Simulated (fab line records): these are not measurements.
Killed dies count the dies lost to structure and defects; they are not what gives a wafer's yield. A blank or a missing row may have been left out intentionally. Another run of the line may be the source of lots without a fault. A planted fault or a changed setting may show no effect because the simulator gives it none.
The tool behind it: which one? / flow sky130 / 39 wafers from 13 lots sampled at 3 of the route's 708 steps

== WHAT EACH GAUGE READ, for each wafer ==
SKY_VT_ADJUST_NCORE_OVL_MEAS_08. Usual: for VT_ADJUST_NCORE_OVL the level is -0.5 nm and the standard deviation is 1.5.
lot=L868; measured=day 8 14:46; on=overlay-02; VT_ADJUST_NCORE_OVL (nm)=-3.0 -1.1 -0.3; flag=
lot=L870; measured=day 9 07:07; on=overlay-01; VT_ADJUST_NCORE_OVL (nm)=1.6 0.2 0.5; flag=
lot=L871; measured=day 9 15:37; on=overlay-02; VT_ADJUST_NCORE_OVL (nm)=0.6 1.4 0.5; flag=
lot=L873; measured=day 10 03:49; on=overlay-02; VT_ADJUST_NCORE_OVL (nm)=-1.6 -0.7 -0.6; flag=
lot=L874; measured=day 10 04:04; on=overlay-02; VT_ADJUST_NCORE_OVL (nm)=-0.5 -0.8 -2.3; flag=
lot=L878; measured=day 11 11:49; on=overlay-02; VT_ADJUST_NCORE_OVL (nm)=-1.4 -2.0 -0.5; flag=
lot=L880; measured=day 12 04:05; on=overlay-01; VT_ADJUST_NCORE_OVL (nm)=0.8 0.2 -0.5; flag=
lot=L881; measured=day 12 09:58; on=overlay-01; VT_ADJUST_NCORE_OVL (nm)=-3.9 -3.6 -3.7; flag=
lot=L886; measured=day 13 20:37; on=overlay-01; VT_ADJUST_NCORE_OVL (nm)=1.6 0.9 -0.1; flag=
lot=L887; measured=day 14 06:54; on=overlay-02; VT_ADJUST_NCORE_OVL (nm)=-0.6 -1.0 0.2; flag=
lot=L888; measured=day 14 13:24; on=overlay-01; VT_ADJUST_NCORE_OVL (nm)=1.2 2.9 1.1; flag=
lot=L889; measured=day 15 00:11; on=overlay-02; VT_ADJUST_NCORE_OVL (nm)=-2.5 -1.7 -2.3; flag=
lot=L890; measured=day 15 05:53; on=overlay-01; VT_ADJUST_NCORE_OVL (nm)=-0.4 -1.2 -1.5; flag=

SKY_VT_ADJUST_PCH_TW_MEAS_10. Usual: for VT_ADJUST_PCH_TW the level is 142.2 and the standard deviation is 2.3.
lot=L868; measured=day 10 11:37; on=filmMetro-02; VT_ADJUST_PCH_TW=144.2 145.2 144.3; flag=
lot=L870; measured=day 11 04:49; on=filmMetro-02; VT_ADJUST_PCH_TW=145.4 145.1 145.0; flag=
lot=L871; measured=day 11 15:23; on=filmMetro-02; VT_ADJUST_PCH_TW=145.2 145.9 145.8; flag=
lot=L873; measured=day 12 04:16; on=filmMetro-02; VT_ADJUST_PCH_TW=145.8 144.9 145.4; flag=
lot=L874; measured=day 12 04:36; on=filmMetro-04; VT_ADJUST_PCH_TW=141.4 141.0 141.3; flag=
lot=L878; measured=day 13 14:01; on=filmMetro-03; VT_ADJUST_PCH_TW=140.2 139.8 139.7; flag=
lot=L880; measured=day 14 06:45; on=filmMetro-02; VT_ADJUST_PCH_TW=144.1 144.5 144.4; flag=
lot=L881; measured=day 14 13:08; on=filmMetro-02; VT_ADJUST_PCH_TW=143.9 143.4 144.3; flag=
lot=L886; measured=day 16 03:53; on=filmMetro-04; VT_ADJUST_PCH_TW=141.6 142.6 142.5; flag=
lot=L887; measured=day 16 14:14; on=filmMetro-03; VT_ADJUST_PCH_TW=140.4 140.3 140.1; flag=
lot=L888; measured=day 16 20:29; on=filmMetro-04; VT_ADJUST_PCH_TW=141.7 141.8 142.2; flag=
lot=L889; measured=day 17 09:22; on=filmMetro-04; VT_ADJUST_PCH_TW=141.3 141.4 140.1; flag=
lot=L890; measured=day 17 14:43; on=filmMetro-04; VT_ADJUST_PCH_TW=140.4 140.1 141.7; flag=

== EACH LOT AND THE TOOL THAT RAN IT (in order: tool; ch and the chambers of the sampled wafers; start) ==
lot=L868; SKY_VT_ADJUST_LVTN_STRIP_20=plasmaAsher-02 ch 0,1, day 7 17:31
lot=L870; SKY_VT_ADJUST_LVTN_STRIP_20=plasmaAsher-01 ch 0,1, day 8 09:09
lot=L871; SKY_VT_ADJUST_LVTN_STRIP_20=plasmaAsher-01 ch 0,1, day 8 17:33
lot=L873; SKY_VT_ADJUST_LVTN_STRIP_20=plasmaAsher-04 ch 0,1, day 9 04:59
lot=L874; SKY_VT_ADJUST_LVTN_STRIP_20=plasmaAsher-01 ch 0,1, day 9 05:08
lot=L878; SKY_VT_ADJUST_LVTN_STRIP_20=plasmaAsher-01 ch 0, day 10 13:25
lot=L880; SKY_VT_ADJUST_LVTN_STRIP_20=plasmaAsher-04 ch 0,1, day 11 03:42
lot=L881; SKY_VT_ADJUST_LVTN_STRIP_20=plasmaAsher-01 ch 0,1, day 11 08:58
lot=L886; SKY_VT_ADJUST_LVTN_STRIP_20=plasmaAsher-01 ch 0,1, day 12 19:50
lot=L887; SKY_VT_ADJUST_LVTN_STRIP_20=plasmaAsher-01 ch 0,1, day 13 05:24
lot=L888; SKY_VT_ADJUST_LVTN_STRIP_20=plasmaAsher-02 ch 0,1, day 13 11:28
lot=L889; SKY_VT_ADJUST_LVTN_STRIP_20=plasmaAsher-04 ch 0,1, day 13 21:10
lot=L890; SKY_VT_ADJUST_LVTN_STRIP_20=plasmaAsher-04 ch 0,1, day 14 02:13
- SKY_VT_ADJUST_LVTN_STRIP_20: strips in O2/N2.

== WHAT THE TOOLS THEMSELVES READ (means of the sampled wafers that have a number; where no wafer has one, the mark that the record gives instead) ==
SKY_VT_ADJUST_LVTN_STRIP_20. Usual: drypumpMotorCurrentA 6.00 A, standard deviation 0.24; oesProductAu 0.715 a.u., standard deviation 0.0044; stripTimeToEndpointS 14.17 s, standard deviation 0.043.
lot=L868; tool=plasmaAsher-02; drypumpMotorCurrentA (A)=5.99; oesProductAu (a.u.)=0.714; stripTimeToEndpointS (s)=14.21; flag=
lot=L870; tool=plasmaAsher-01; drypumpMotorCurrentA (A)=5.91; oesProductAu (a.u.)=0.716; stripTimeToEndpointS (s)=14.16; flag=
lot=L871; tool=plasmaAsher-01; drypumpMotorCurrentA (A)=5.94; oesProductAu (a.u.)=0.715; stripTimeToEndpointS (s)=14.08; flag=
lot=L873; tool=plasmaAsher-04; drypumpMotorCurrentA (A)=6.18; oesProductAu (a.u.)=0.715; stripTimeToEndpointS (s)=14.18; flag=
lot=L874; tool=plasmaAsher-01; drypumpMotorCurrentA (A)=5.86; oesProductAu (a.u.)=0.718; stripTimeToEndpointS (s)=14.17; flag=
lot=L878; tool=plasmaAsher-01; drypumpMotorCurrentA (A)=5.80; oesProductAu (a.u.)=0.716; stripTimeToEndpointS (s)=14.19; flag=
lot=L880; tool=plasmaAsher-04; drypumpMotorCurrentA (A)=6.18; oesProductAu (a.u.)=0.720; stripTimeToEndpointS (s)=14.17; flag=
lot=L881; tool=plasmaAsher-01; drypumpMotorCurrentA (A)=5.88; oesProductAu (a.u.)=0.719; stripTimeToEndpointS (s)=14.12; flag=
lot=L886; tool=plasmaAsher-01; drypumpMotorCurrentA (A)=5.93; oesProductAu (a.u.)=0.713; stripTimeToEndpointS (s)=14.08; flag=
lot=L887; tool=plasmaAsher-01; drypumpMotorCurrentA (A)=5.93; oesProductAu (a.u.)=0.716; stripTimeToEndpointS (s)=14.21; flag=
lot=L888; tool=plasmaAsher-02; drypumpMotorCurrentA (A)=6.15; oesProductAu (a.u.)=0.715; stripTimeToEndpointS (s)=14.20; flag=
lot=L889; tool=plasmaAsher-04; drypumpMotorCurrentA (A)=6.18; oesProductAu (a.u.)=0.713; stripTimeToEndpointS (s)=14.17; flag=
lot=L890; tool=plasmaAsher-04; drypumpMotorCurrentA (A)=5.98; oesProductAu (a.u.)=0.711; stripTimeToEndpointS (s)=14.20; flag=

== THE ANSWER, worked out from the rows above alone ==
Rule: a lot counts as off when the mean over its wafers that have a number is more than 3 standard deviations away from the usual mean. Also off: a lot with no number at a reading for which 4 or more lots have one. Any other lot the step has rows for is counted as sound. After the gauges, taken in route order, come the tools' own readings; for these a lot's mean is taken, as printed above. The first step at which some lot is off is used, and at that step the reading that is off furthest; a lot without a number counts as furthest.
No lot is off at any reading shown: from this, nothing can be told.

== WHAT THE SIMULATOR PUT IN ==
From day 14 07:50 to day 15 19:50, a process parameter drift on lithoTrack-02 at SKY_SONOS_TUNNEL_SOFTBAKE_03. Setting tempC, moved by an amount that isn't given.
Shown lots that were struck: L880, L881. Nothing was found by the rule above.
